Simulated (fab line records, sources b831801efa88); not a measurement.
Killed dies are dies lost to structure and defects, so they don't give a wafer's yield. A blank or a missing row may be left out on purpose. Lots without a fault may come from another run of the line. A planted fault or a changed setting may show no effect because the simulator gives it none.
Chamber matching | flow sfq_line | SFQ_TRILAYER_L0_CAP_PECVD_011 on pecvd-02: 3 sister chambers
The step deposits SiO2 from SiH4/N2O, time 13.333 s, target thk 60 nm. 6 wafers are shown with their chamber, then 7 later ones without.

WAFERS WITH THEIR CHAMBER
wafer  | chamber | throttle_valve_pct (%) | heater_power_w (W)
L173.5 | 1       | 25.1                   | 88
L176.1 | 0       | 24.2                   | 95
L176.4 | 1       | 25.4                   | 98
L176.6 | 2       | 23.6                   | 78
L177.1 | 2       | 23.5                   | 88
L177.4 | 0       | 24.0                   | 98

WAFERS WITHOUT THEIR CHAMBER
wafer  | throttle_valve_pct (%) | heater_power_w (W)
L177.5 | 25.3                   | 100
L180.2 | 25.4                   | 88
L180.4 | 25.5                   | 90
L180.5 | 24.0                   | 93
L181.2 | 24.1                   | 89
L181.4 | 24.1                   | 92
L181.5 | 25.5                   | 96

WHICH CHAMBER EACH WENT THROUGH
wafer  | from the rows above | in truth
L177.5 | 1                   | 1
L180.2 | 1                   | 1
L180.4 | 1                   | 1
L180.5 | 0                   | 0
L181.2 | 0                   | 0
L181.4 | 0                   | 0
L181.5 | 1                   | 1
Placed correctly: 7 of 7. Can't be placed from these rows: 0. Placed wrongly: 0.
How it was worked out, from the rows above alone: a wafer's distance from a chamber is the root of the sum, over the readings, of the square of ((its reading less the chamber's mean) divided by the reading's scatter). The wafer belongs to the nearest chamber; if the next one is less than 2 further off, it can't be placed. A chamber's mean is the mean of its shown wafers. The scatter: the root of (the sum of the squares of (reading less its chamber's mean) over the shown wafers, divided by (wafers less chambers)).
